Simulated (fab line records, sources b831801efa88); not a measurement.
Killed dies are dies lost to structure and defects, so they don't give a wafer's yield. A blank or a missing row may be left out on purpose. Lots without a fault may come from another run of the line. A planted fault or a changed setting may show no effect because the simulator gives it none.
Chamber matching | flow gf180mcu | GF_V4_CVD_00 on hdpcvd-01: 3 sister chambers
The step deposits SiO2, target thk 600 nm, time 100 s. 6 wafers are shown with their chamber, then 7 later ones without.

WAFERS WITH THEIR CHAMBER
wafer  | chamber | sih4_flow_sccm (sccm)
L217.3 | 0       | 60.18
L218.5 | 0       | 60.07
L219.2 | 2       | 59.90
L219.6 | 1       | 60.07
L223.3 | 2       | 60.13
L223.4 | 1       | 60.25

WAFERS WITHOUT THEIR CHAMBER
wafer  | sih4_flow_sccm (sccm)
L223.6 | 60.33
L225.1 | 60.08
L225.3 | 59.98
L225.4 | 60.20
L226.1 | 59.86
L226.5 | 59.91
L226.6 | 60.47

WHICH CHAMBER EACH WENT THROUGH
wafer  | from the rows above          | in truth
L223.6 | can't be placed: 1 or 0 or 2 | 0
L225.1 | can't be placed: 0 or 2 or 1 | 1
L225.3 | can't be placed: 2 or 0 or 1 | 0
L225.4 | can't be placed: 1 or 0 or 2 | 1
L226.1 | can't be placed: 2 or 0 or 1 | 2
L226.5 | can't be placed: 2 or 0 or 1 | 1
L226.6 | can't be placed: 1 or 0 or 2 | 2
Placed correctly: 0 of 7. Can't be placed from these rows: 7 (the true chamber is among the candidates in 7). Placed wrongly: 0.
How it was worked out, from the rows above alone: a wafer's distance from a chamber is the root of the sum, over the readings, of the square of ((its reading less the chamber's mean) divided by the reading's scatter). The wafer belongs to the nearest chamber; if the next one is less than 2 further off, it can't be placed. A chamber's mean is the mean of its shown wafers. The scatter: the root of (the sum of the squares of (reading less its chamber's mean) over the shown wafers, divided by (wafers less chambers)).
